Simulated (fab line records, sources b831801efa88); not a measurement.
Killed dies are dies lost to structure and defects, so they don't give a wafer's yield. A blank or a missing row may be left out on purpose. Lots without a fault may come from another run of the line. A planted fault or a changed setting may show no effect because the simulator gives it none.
Which tool did it? | flow sky130 | 10 lots, 30 wafers sampled, at 3 steps of a route of 708

WHAT THE GAUGES READ, wafer by wafer
SKY_LOCAL_INTERCONNECT_RS_MEAS_01: measures by four-point-probe. Usual: LOCAL_INTERCONNECT_TIN_RS 14.11 ohm/sq, standard deviation 0.15.
lot  | measured     | on            | LOCAL_INTERCONNECT_TIN_RS (ohm/sq) | flag
L117 | day 29 05:34 | film_metro-02 | 14.15 14.10 14.43                  |
L122 | day 31 04:40 | film_metro-03 | 14.19 13.98 13.94                  |
L130 | day 33 16:54 | film_metro-02 | 14.09 14.20 14.06                  |
L131 | day 33 22:50 | film_metro-02 | 14.23 14.23 14.18                  |
L132 | day 34 01:50 | film_metro-02 | 14.26 14.09 14.33                  |
L134 | day 34 20:07 | film_metro-03 | 14.36 14.13 14.09                  |
L136 | day 35 17:01 | film_metro-03 | 14.15 13.92 14.14                  |
L137 | day 35 19:36 | film_metro-02 | 14.16 14.24 14.10                  |
L138 | day 36 15:26 | film_metro-01 | 14.12 14.03 13.97                  |
L140 | day 37 07:06 | film_metro-03 | 13.99 13.95 14.03                  |

SKY_METAL1_RS_MEAS_05: measures by four-point-probe. Usual: METAL1_ALCU_RS 0.1265 ohm/sq, standard deviation 0.0014.
lot  | measured     | on            | METAL1_ALCU_RS (ohm/sq) | flag
L117 | day 31 17:01 | film_metro-04 | 0.1257 0.1245 0.1242    |
L122 | day 33 15:15 | film_metro-04 | 0.1281 0.1270 0.1247    |
L130 | day 36 02:08 | film_metro-01 | 0.1284 0.1282 0.1284    |
L131 | day 36 07:50 | film_metro-04 | 0.1266 0.1273 0.1261    |
L132 | day 36 10:43 | film_metro-02 | 0.1273 0.1262 0.1272    |
L134 | day 37 03:25 | film_metro-01 | 0.1299 0.1279 0.1288    |
L136 | day 38 01:07 | film_metro-01 | 0.1261 0.1271 0.1265    |
L137 | day 38 03:14 | film_metro-01 | 0.1273 0.1288 0.1268    |
L138 | day 38 22:02 | film_metro-04 | 0.1268 0.1267 0.1266    |
L140 | day 39 13:50 | film_metro-01 | 0.1277 0.1267 0.1262    |

SKY_METAL1_THK_MEAS_06: measures by xrf. Usual: METAL1_ALCU_THK 246 nm, standard deviation 3.4.
lot  | measured     | on            | METAL1_ALCU_THK (nm) | flag
L117 | day 31 17:07 | film_metro-04 | 248 250 251          |
L122 | day 33 15:22 | film_metro-04 | 246 248 252          |
L130 | day 36 02:14 | film_metro-01 | 241 243 244          |
L131 | day 36 07:57 | film_metro-04 | 247 247 248          |
L132 | day 36 10:48 | film_metro-02 | 244 245 245          |
L134 | day 37 03:32 | film_metro-01 | 239 242 240          |
L136 | day 38 01:14 | film_metro-01 | 245 246 245          |
L137 | day 38 03:21 | film_metro-01 | 245 241 246          |
L138 | day 38 22:09 | film_metro-04 | 248 248 247          |
L140 | day 39 13:57 | film_metro-01 | 241 243 248          |

WHICH TOOL RAN EACH LOT (tool, then ch and the chambers of the sampled wafers, then the start)
The record holds no process step before these readings.

WHAT THE TOOLS THEMSELVES READ (means of the sampled wafers that have a number; where no wafer has one, the mark that the record gives instead)
The record holds no such reading with a usual standard deviation.

THE ANSWER, worked out from the rows above alone
Rule: a lot is off if the mean of its wafers that have a number lies more than 3 standard deviations from the usual mean. A lot without any number at a reading at which 4 lots or more have one is off too. The other lots that the step has rows for count as sound. The gauges are gone through in route order, then the tools' own readings, and for those a lot's mean is taken as printed above. The first step at which some lot is off is used, and at that step the reading that is off furthest; a lot without a number counts as furthest.
No lot is off at any reading shown: from this, nothing can be told.

WHAT THE SIMULATOR HAD PUT IN
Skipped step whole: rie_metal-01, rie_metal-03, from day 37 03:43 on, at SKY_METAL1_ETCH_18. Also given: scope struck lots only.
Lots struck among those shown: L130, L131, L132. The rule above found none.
